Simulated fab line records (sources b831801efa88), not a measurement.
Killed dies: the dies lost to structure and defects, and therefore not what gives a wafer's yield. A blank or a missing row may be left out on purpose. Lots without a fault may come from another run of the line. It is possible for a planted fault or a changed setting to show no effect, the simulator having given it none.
One fault through the eyes of 2 desks ; flow gf180mcu ; what lay behind the numbers comes last; until then each desk has only its own

AT THE METROLOGY DESK
Lot by lot, what the gauges showed, no matter which tool ran the lot: averages of those sampled wafers that carry a number. Any lot whose mean is over 4 standard deviations away from the usual mean is out of limits and marked OUT; that distance is given in the brackets.
Columns: A = V3_CVD_02_THK at GF_V3_THK_MEAS_03, usual 848 nm
lot;first seen here;A
L112;day 21 06:14;864
L114;day 22 03:28;840
L116;day 23 01:05;847
L123;day 25 12:16;856
L125;day 25 22:11;855
L126;day 26 08:17;868
L128;day 26 23:02;856
L129;day 27 06:53;861
L131;day 27 18:37;851
L132;day 28 01:17;857
L134;day 28 13:53;867
L135;day 28 21:35;855
This desk's finding: nothing out of limits on any of the 12 lots.

AT THE TOOL OWNER'S DESK: pecvd-01
The tool's own readings at GF_V3_CVD_02 (deposits SiO2 from TEOS, target thk 850 nm, time 94.851 s): means of the sampled wafers that have a number, for each lot that ran on this tool. Any lot whose mean is over 4 standard deviations away from the usual mean is out of limits and marked OUT; that distance is given in the brackets.
Columns: A = heaterPowerW at GF_V3_CVD_02, usual 686 W; B = susceptorTempC at GF_V3_CVD_02, usual 399.99 C
lot;first seen here;A;B
L123;day 25 12:11;662;400.06
L135;day 28 21:26;587;399.97
This desk's finding: nothing out of limits on any of the 2 lots.

TAKEN TOGETHER
From the metrology desk's view, nothing was out of limits.
The tool owner's desk saw nothing out of limits.

WHAT WAS PUT IN BY THE SIMULATOR
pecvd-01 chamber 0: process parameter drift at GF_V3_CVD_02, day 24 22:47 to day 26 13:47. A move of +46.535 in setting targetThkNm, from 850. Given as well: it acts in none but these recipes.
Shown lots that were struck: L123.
